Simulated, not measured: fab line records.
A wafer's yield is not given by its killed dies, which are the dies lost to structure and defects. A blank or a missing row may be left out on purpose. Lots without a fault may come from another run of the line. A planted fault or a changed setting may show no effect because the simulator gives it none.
Which tool was responsible? || flow gf180mcu || 39 wafers from 13 lots sampled at 5 of the route's 602 steps

== WHAT THE GAUGES SHOWED, per wafer ==
GF_V2_THK_MEAS_03. Usual: for V2_CVD_02_THK the level is 853 nm and the standard deviation is 11.
{"lot": "L948", "measured": "day 19 05:24", "on": "film_metro-03", "V2_CVD_02_THK (nm)": "847 858 852", "flag": ""}
{"lot": "L949", "measured": "day 19 12:39", "on": "film_metro-03", "V2_CVD_02_THK (nm)": "844 851 843", "flag": ""}
{"lot": "L950", "measured": "day 19 21:08", "on": "film_metro-04", "V2_CVD_02_THK (nm)": "827 844 860", "flag": ""}
{"lot": "L951", "measured": "day 20 03:29", "on": "film_metro-03", "V2_CVD_02_THK (nm)": "838 853 866", "flag": ""}
{"lot": "L953", "measured": "day 21 07:58", "on": "film_metro-02", "V2_CVD_02_THK (nm)": "862 852 860", "flag": ""}
{"lot": "L956", "measured": "day 22 21:34", "on": "film_metro-03", "V2_CVD_02_THK (nm)": "845 845 868", "flag": ""}
{"lot": "L962", "measured": "day 24 18:23", "on": "film_metro-02", "V2_CVD_02_THK (nm)": "839 848 850", "flag": ""}
{"lot": "L963", "measured": "day 24 18:34", "on": "film_metro-02", "V2_CVD_02_THK (nm)": "847 838 839", "flag": ""}
{"lot": "L965", "measured": "day 25 15:07", "on": "film_metro-02", "V2_CVD_02_THK (nm)": "841 856 862", "flag": ""}
{"lot": "L968", "measured": "day 26 06:01", "on": "film_metro-03", "V2_CVD_02_THK (nm)": "839 843 844", "flag": ""}
{"lot": "L967", "measured": "day 26 06:53", "on": "film_metro-03", "V2_CVD_02_THK (nm)": "849 853 851", "flag": ""}
{"lot": "L969", "measured": "day 26 14:47", "on": "film_metro-02", "V2_CVD_02_THK (nm)": "851 873 859", "flag": ""}
{"lot": "L971", "measured": "day 27 00:44", "on": "film_metro-03", "V2_CVD_02_THK (nm)": "861 861 858", "flag": ""}

GF_V2_RS_MEAS_24: a four-point-probe measurement. Usual: for V2_W_RS the level is 0.328 ohm/sq and the standard deviation is 0.0048.
{"lot": "L948", "measured": "day 20 07:17", "on": "film_metro-03", "V2_W_RS (ohm/sq)": "0.334 0.333 0.338", "flag": ""}
{"lot": "L949", "measured": "day 20 13:31", "on": "film_metro-04", "V2_W_RS (ohm/sq)": "0.328 0.328 0.326", "flag": ""}
{"lot": "L950", "measured": "day 20 22:10", "on": "film_metro-03", "V2_W_RS (ohm/sq)": "0.326 0.329 0.325", "flag": ""}
{"lot": "L951", "measured": "day 21 04:40", "on": "film_metro-02", "V2_W_RS (ohm/sq)": "0.329 0.326 0.324", "flag": ""}
{"lot": "L953", "measured": "day 22 08:51", "on": "film_metro-02", "V2_W_RS (ohm/sq)": "0.329 0.330 0.324", "flag": ""}
{"lot": "L956", "measured": "day 23 21:53", "on": "film_metro-04", "V2_W_RS (ohm/sq)": "0.329 0.333 0.336", "flag": ""}
{"lot": "L962", "measured": "day 25 17:07", "on": "film_metro-03", "V2_W_RS (ohm/sq)": "0.322 0.332 0.321", "flag": ""}
{"lot": "L963", "measured": "day 25 18:38", "on": "film_metro-04", "V2_W_RS (ohm/sq)": "0.319 0.323 0.317", "flag": ""}
{"lot": "L965", "measured": "day 26 12:43", "on": "film_metro-02", "V2_W_RS (ohm/sq)": "0.320 0.323 0.322", "flag": ""}
{"lot": "L968", "measured": "day 27 03:34", "on": "film_metro-03", "V2_W_RS (ohm/sq)": "0.336 0.333 0.337", "flag": ""}
{"lot": "L967", "measured": "day 27 04:49", "on": "film_metro-03", "V2_W_RS (ohm/sq)": "0.323 0.323 0.323", "flag": ""}
{"lot": "L969", "measured": "day 27 12:50", "on": "film_metro-04", "V2_W_RS (ohm/sq)": "0.325 0.318 0.326", "flag": ""}
{"lot": "L971", "measured": "day 27 22:02", "on": "film_metro-03", "V2_W_RS (ohm/sq)": "0.334 0.338 0.336", "flag": ""}

GF_M3_CD_MEAS_14: target cd 280 nm. Usual: 279.7 nm for cd_nm, sd 1.2.
{"lot": "L948", "measured": "day 21 07:50", "on": "cd_sem-01", "cd_nm (nm)": "281.7 282.2 282.3", "flag": ""}
{"lot": "L949", "measured": "day 21 13:38", "on": "cd_sem-01", "cd_nm (nm)": "279.4 279.8 280.0", "flag": ""}
{"lot": "L950", "measured": "day 21 22:31", "on": "cd_sem-01", "cd_nm (nm)": "280.5 280.5 279.6", "flag": ""}
{"lot": "L951", "measured": "day 22 05:23", "on": "cd_sem-01", "cd_nm (nm)": "280.9 279.4 281.6", "flag": ""}
{"lot": "L953", "measured": "day 23 08:36", "on": "cd_sem-01", "cd_nm (nm)": "272.7 243.1 266.3 273.1 243.2 266.8", "flag": "OFF"}
{"lot": "L956", "measured": "day 24 20:22", "on": "cd_sem-02", "cd_nm (nm)": "279.7 280.6 279.4", "flag": ""}
{"lot": "L962", "measured": "day 26 13:33", "on": "cd_sem-02", "cd_nm (nm)": "278.6 280.6 280.7", "flag": ""}
{"lot": "L963", "measured": "day 26 15:38", "on": "cd_sem-02", "cd_nm (nm)": "278.8 278.6 280.3", "flag": ""}
{"lot": "L965", "measured": "day 27 09:35", "on": "cd_sem-01", "cd_nm (nm)": "277.9 278.9 279.9", "flag": ""}
{"lot": "L968", "measured": "day 27 23:58", "on": "cd_sem-02", "cd_nm (nm)": "279.5 278.8 279.0", "flag": ""}
{"lot": "L967", "measured": "day 28 00:56", "on": "cd_sem-02", "cd_nm (nm)": "280.8 279.5 279.4", "flag": ""}
{"lot": "L969", "measured": "day 28 08:47", "on": "cd_sem-01", "cd_nm (nm)": "278.6 278.5 279.3", "flag": ""}
{"lot": "L971", "measured": "day 28 18:23", "on": "cd_sem-02", "cd_nm (nm)": "281.0 279.8 280.1", "flag": ""}

== WHAT TOOL EACH LOT RAN ON (gives the tool, then ch and the chambers of the sampled wafers, and finally the start) ==
{"lot": "L948", "GF_M3_SPUTTER_03": "pvd_sputter-03, day 20 07:54", "GF_M3_EXPOSE_11": "krf_scanner-02 ch 0, day 20 19:46"}
{"lot": "L949", "GF_M3_SPUTTER_03": "pvd_sputter-02, day 20 14:10", "GF_M3_EXPOSE_11": "krf_scanner-02 ch 0, day 21 02:08"}
{"lot": "L950", "GF_M3_SPUTTER_03": "pvd_sputter-03, day 20 22:49", "GF_M3_EXPOSE_11": "krf_scanner-02 ch 0, day 21 10:44"}
{"lot": "L951", "GF_M3_SPUTTER_03": "pvd_sputter-02, day 21 05:19", "GF_M3_EXPOSE_11": "krf_scanner-02 ch 0, day 21 17:58"}
{"lot": "L953", "GF_M3_SPUTTER_03": "pvd_sputter-03, day 22 09:26", "GF_M3_EXPOSE_11": "krf_scanner-02 ch 0, day 22 21:27"}
{"lot": "L956", "GF_M3_SPUTTER_03": "pvd_sputter-03, day 23 22:30", "GF_M3_EXPOSE_11": "krf_scanner-01 ch 0, day 24 09:20"}
{"lot": "L962", "GF_M3_SPUTTER_03": "pvd_sputter-02, day 25 17:43", "GF_M3_EXPOSE_11": "krf_scanner-01 ch 0, day 26 03:41"}
{"lot": "L963", "GF_M3_SPUTTER_03": "pvd_sputter-03, day 25 19:16", "GF_M3_EXPOSE_11": "krf_scanner-01 ch 0, day 26 04:55"}
{"lot": "L965", "GF_M3_SPUTTER_03": "pvd_sputter-02, day 26 13:19", "GF_M3_EXPOSE_11": "krf_scanner-01 ch 0, day 26 23:07"}
{"lot": "L968", "GF_M3_SPUTTER_03": "pvd_sputter-03, day 27 04:11", "GF_M3_EXPOSE_11": "krf_scanner-01 ch 0, day 27 14:46"}
{"lot": "L967", "GF_M3_SPUTTER_03": "pvd_sputter-02, day 27 05:25", "GF_M3_EXPOSE_11": "krf_scanner-02 ch 0, day 27 16:09"}
{"lot": "L969", "GF_M3_SPUTTER_03": "pvd_sputter-03, day 27 13:29", "GF_M3_EXPOSE_11": "krf_scanner-02 ch 0, day 27 23:04"}
{"lot": "L971", "GF_M3_SPUTTER_03": "pvd_sputter-04, day 27 22:41", "GF_M3_EXPOSE_11": "krf_scanner-02 ch 0, day 28 08:42"}
- GF_M3_SPUTTER_03: material Ti, target thk 10 nm, time 6.7 s.
- GF_M3_EXPOSE_11: exposes mask Metal3, target cd 280 nm.

== WHAT THE TOOLS THEMSELVES READ (means of the sampled wafers that have a number; where no wafer has one, the mark that the record gives instead) ==
GF_M3_SPUTTER_03. Usual: chamber_pressure_pa 0.3000 Pa, standard deviation 0.00052; throttle_valve_pct 29.8 %, standard deviation 1.
{"lot": "L948", "tool": "pvd_sputter-03", "chamber_pressure_pa (Pa)": 0.3000, "throttle_valve_pct (%)": 30.2, "flag": ""}
{"lot": "L949", "tool": "pvd_sputter-02", "chamber_pressure_pa (Pa)": 0.3009, "throttle_valve_pct (%)": 30.4, "flag": ""}
{"lot": "L950", "tool": "pvd_sputter-03", "chamber_pressure_pa (Pa)": 0.2997, "throttle_valve_pct (%)": 30.4, "flag": ""}
{"lot": "L951", "tool": "pvd_sputter-02", "chamber_pressure_pa (Pa)": 0.3005, "throttle_valve_pct (%)": 30.2, "flag": ""}
{"lot": "L953", "tool": "pvd_sputter-03", "chamber_pressure_pa (Pa)": 0.3001, "throttle_valve_pct (%)": 29.1, "flag": ""}
{"lot": "L956", "tool": "pvd_sputter-03", "chamber_pressure_pa (Pa)": 0.2993, "throttle_valve_pct (%)": 30.0, "flag": ""}
{"lot": "L962", "tool": "pvd_sputter-02", "chamber_pressure_pa (Pa)": 0.3002, "throttle_valve_pct (%)": 30.4, "flag": ""}
{"lot": "L963", "tool": "pvd_sputter-03", "chamber_pressure_pa (Pa)": 0.3004, "throttle_valve_pct (%)": 29.3, "flag": ""}
{"lot": "L965", "tool": "pvd_sputter-02", "chamber_pressure_pa (Pa)": 0.2997, "throttle_valve_pct (%)": 29.6, "flag": ""}
{"lot": "L968", "tool": "pvd_sputter-03", "chamber_pressure_pa (Pa)": 0.3001, "throttle_valve_pct (%)": 29.3, "flag": ""}
{"lot": "L967", "tool": "pvd_sputter-02", "chamber_pressure_pa (Pa)": 0.2999, "throttle_valve_pct (%)": 29.9, "flag": ""}
{"lot": "L969", "tool": "pvd_sputter-03", "chamber_pressure_pa (Pa)": 0.2999, "throttle_valve_pct (%)": 29.6, "flag": ""}
{"lot": "L971", "tool": "pvd_sputter-04", "chamber_pressure_pa (Pa)": 0.2994, "throttle_valve_pct (%)": 29.4, "flag": ""}

GF_M3_EXPOSE_11. Usual: 27.974 for exposure_dose_mJ_cm2, sd 0.028.
{"lot": "L948", "tool": "krf_scanner-02", "exposure_dose_mJ_cm2": 28.034, "flag": ""}
{"lot": "L949", "tool": "krf_scanner-02", "exposure_dose_mJ_cm2": 27.970, "flag": ""}
{"lot": "L950", "tool": "krf_scanner-02", "exposure_dose_mJ_cm2": 27.987, "flag": ""}
{"lot": "L951", "tool": "krf_scanner-02", "exposure_dose_mJ_cm2": 27.987, "flag": ""}
{"lot": "L953", "tool": "krf_scanner-02", "exposure_dose_mJ_cm2": 27.161, "flag": "OFF"}
{"lot": "L956", "tool": "krf_scanner-01", "exposure_dose_mJ_cm2": 27.983, "flag": ""}
{"lot": "L962", "tool": "krf_scanner-01", "exposure_dose_mJ_cm2": 27.968, "flag": ""}
{"lot": "L963", "tool": "krf_scanner-01", "exposure_dose_mJ_cm2": 27.952, "flag": ""}
{"lot": "L965", "tool": "krf_scanner-01", "exposure_dose_mJ_cm2": 27.979, "flag": ""}
{"lot": "L968", "tool": "krf_scanner-01", "exposure_dose_mJ_cm2": 27.948, "flag": ""}
{"lot": "L967", "tool": "krf_scanner-02", "exposure_dose_mJ_cm2": 27.977, "flag": ""}
{"lot": "L969", "tool": "krf_scanner-02", "exposure_dose_mJ_cm2": 27.997, "flag": ""}
{"lot": "L971", "tool": "krf_scanner-02", "exposure_dose_mJ_cm2": 27.976, "flag": ""}

== THE ANSWER, worked out from the rows above alone ==
Rule: take the mean of a lot's wafers that have a number; if it is more than 3 standard deviations from the usual mean, the lot is off. A lot without any number at a reading at which 4 lots or more have one is off too. Any other lot the step has rows for is counted as sound. After the gauges, taken in route order, come the tools' own readings; for these a lot's mean is taken, as printed above. At the first step where some lot is off, the reading lying furthest off is the one used; lots without a number count as furthest.
Off, at GF_M3_CD_MEAS_14 on cd_nm: L953.
If a tool, at a process step before that reading, ran all the lots that are off and no sound lot after the first of them, it fits. The gauges at GF_M3_CD_MEAS_14 aren't tried: what is off there is off at GF_M3_EXPOSE_11 too, on other tools, and a gauge's error can't cause that. Not one of the candidates tried fits.

== WHAT THE SIMULATOR HAD INSERTED ==
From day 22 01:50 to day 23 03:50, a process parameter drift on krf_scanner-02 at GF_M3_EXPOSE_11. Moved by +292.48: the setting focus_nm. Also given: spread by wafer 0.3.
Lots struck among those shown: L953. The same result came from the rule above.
